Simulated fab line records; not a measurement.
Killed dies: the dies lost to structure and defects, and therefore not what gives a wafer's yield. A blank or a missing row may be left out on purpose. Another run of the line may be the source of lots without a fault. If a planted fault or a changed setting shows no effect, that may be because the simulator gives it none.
Struck lot and sound lot, side by side | flow gf180mcu | 14 steps out of a route of 602
Sound: wafers L201.2, L201.3, L201.5. Wafers struck: L192.1, L192.4, L192.6. At the end, the cause is stated.
At each step with rows: each side's tool, then ch and its chambers, then its first start. Under that, the readings that differ: sound wafers | struck wafers | difference of the means | sigmas: that difference in standard deviations of wafers without a fault.
alike: readings with means less than 2 such deviations apart, plus words and numbers identical on both sides. not compared: withheld readings, readings lacking a value on some wafer, bounds such as >300 that could conceal the same value, and numbers that have no deviation in the record and whose values overlap.
The two part at a step that has a row with sigmas, a row that says differs or no value, or rows on one side only. Non-overlapping numbers with no deviation appear without sigmas and do not part them. A reading that every wafer of one side lacks parts them only if that side has two wafers or more.

GF_M4_SPUTTER_00: material Ti, target thk 37.5 nm, time 150 s.
  sound on pvd_sputter-01, day 28 06:52; struck on pvd_sputter-04, day 25 18:10
  alike: cathode_dc_power_W, throttle_valve_pct
GF_M4_SPUTTER_01: material TiN, target thk 30 nm, time 25 s.
  sound on pvd_sputter-01, day 28 06:58; struck on pvd_sputter-04, day 25 18:16
  alike: cathode_dc_power_W, throttle_valve_pct
GF_M4_SPUTTER_02: material AlCu, target thk 450 nm, time 23.9 s.
  sound on pvd_sputter-01, day 28 06:59; struck on pvd_sputter-04, day 25 18:18
  alike: cathode_dc_power_W, throttle_valve_pct
GF_M4_SPUTTER_03: material Ti, target thk 10 nm, time 6.921 s.
  sound on pvd_sputter-01, day 28 07:01; struck on pvd_sputter-04, day 25 18:20
  alike: cathode_dc_power_W, throttle_valve_pct
GF_M4_SPUTTER_04: material TiN, target thk 50 nm, time 41.7 s.
  sound on pvd_sputter-01, day 28 07:02; struck on pvd_sputter-04, day 25 18:21
  alike: cathode_dc_power_W, throttle_valve_pct
GF_M4_RS_MEAS_05: uses a four-point probe to measure.
  sound on film_metro-02, day 28 07:06; struck on film_metro-03, day 25 18:23
  alike: M4_ALCU_RS
GF_M4_THK_MEAS_06: measures by xrf.
  sound on film_metro-02, day 28 07:13; struck on film_metro-03, day 25 18:31
  alike: M4_ALCU_THK
then, 5 steps without rows for these wafers: GF_M4_DEHYDRATE_07 (time 60 s); GF_M4_HMDS_08 (prime time 60 s); GF_M4_COAT_09 (resist thk 1000 nm); GF_M4_SOFTBAKE_10 (time 60 s); GF_M4_EXPOSE_11 (exposes mask Metal4, target cd 280 nm).
GF_M4_PEB_12: peb time 90 s.
  sound on litho_track-01 ch 0, day 29 02:20; struck on litho_track-01, day 26 14:45
  no value came back on the struck wafers for chill_plate_temp_C (C), exhaust_pa (Pa), plate_temp_C (C); on the sound wafers chill_plate_temp_C (C) reads 22.92 22.87 22.80
then, 1 step without rows for these wafers: GF_M4_DEVELOP_13 (develop time 60 s).

WHERE THEY PART
Within this record, at GF_M4_PEB_12 only.

WHY: what the simulator had put in
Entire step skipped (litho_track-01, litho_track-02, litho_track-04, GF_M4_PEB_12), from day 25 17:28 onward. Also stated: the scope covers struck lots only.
